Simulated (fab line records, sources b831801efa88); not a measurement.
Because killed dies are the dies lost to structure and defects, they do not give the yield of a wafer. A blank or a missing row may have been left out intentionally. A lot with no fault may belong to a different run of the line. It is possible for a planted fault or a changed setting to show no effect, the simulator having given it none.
Matching of chambers + flow gf180mcu + GF_PASSIVATION_CVD_00 on pecvd-04 has 3 sister chambers
The step deposits SiO2 from TEOS, target thk 1000 nm, time 111.95 s. 6 wafers are shown with their chamber, then 11 later ones without.

WAFERS, EACH WITH ITS CHAMBER
| wafer  | chamber | heaterPowerW (W) |
|--------|---------|------------------|
| L088.4 | 0       | 804              |
| L088.5 | 2       | 734              |
| L089.4 | 0       | 844              |
| L089.5 | 2       | 592              |
| L089.6 | 1       | 501              |
| L092.4 | 1       | 583              |

WAFERS WITHOUT THEIR CHAMBER
| wafer  | heaterPowerW (W) |
|--------|------------------|
| L092.5 | 821              |
| L092.6 | 588              |
| L095.1 | 691              |
| L095.2 | 648              |
| L095.3 | 555              |
| L095.4 | 714              |
| L095.5 | 751              |
| L095.6 | 612              |
| L097.2 | 698              |
| L097.4 | 576              |
| L097.5 | 763              |

THE CHAMBER EACH PASSED THROUGH
| wafer  | from the rows above          | in truth |
|--------|------------------------------|----------|
| L092.5 | 0                            | 0        |
| L092.6 | can't be placed: 1 or 2      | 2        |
| L095.1 | can't be placed: 2 or 0 or 1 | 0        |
| L095.2 | can't be placed: 2 or 1      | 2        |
| L095.3 | can't be placed: 1 or 2      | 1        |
| L095.4 | can't be placed: 2 or 0 or 1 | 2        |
| L095.5 | can't be placed: 0 or 2 or 1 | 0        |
| L095.6 | can't be placed: 2 or 1      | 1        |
| L097.2 | can't be placed: 2 or 0 or 1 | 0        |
| L097.4 | can't be placed: 1 or 2      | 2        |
| L097.5 | can't be placed: 0 or 2      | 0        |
1 of 11 placed correctly. Not placeable from these rows: 10 (in 10, the candidates include the true chamber). Number placed wrongly: 0.
How it was worked out, from the rows above alone: a wafer's distance from a chamber is the root of the sum, over the readings, of the square of ((its reading less the chamber's mean) divided by the reading's scatter). The wafer belongs to the nearest chamber; if the next one is less than 2 further off, it can't be placed. A chamber's mean is the mean of its shown wafers. The scatter: take each reading less its chamber's mean, square it, sum over the shown wafers, divide by the number of wafers less the number of chambers, and take the root.
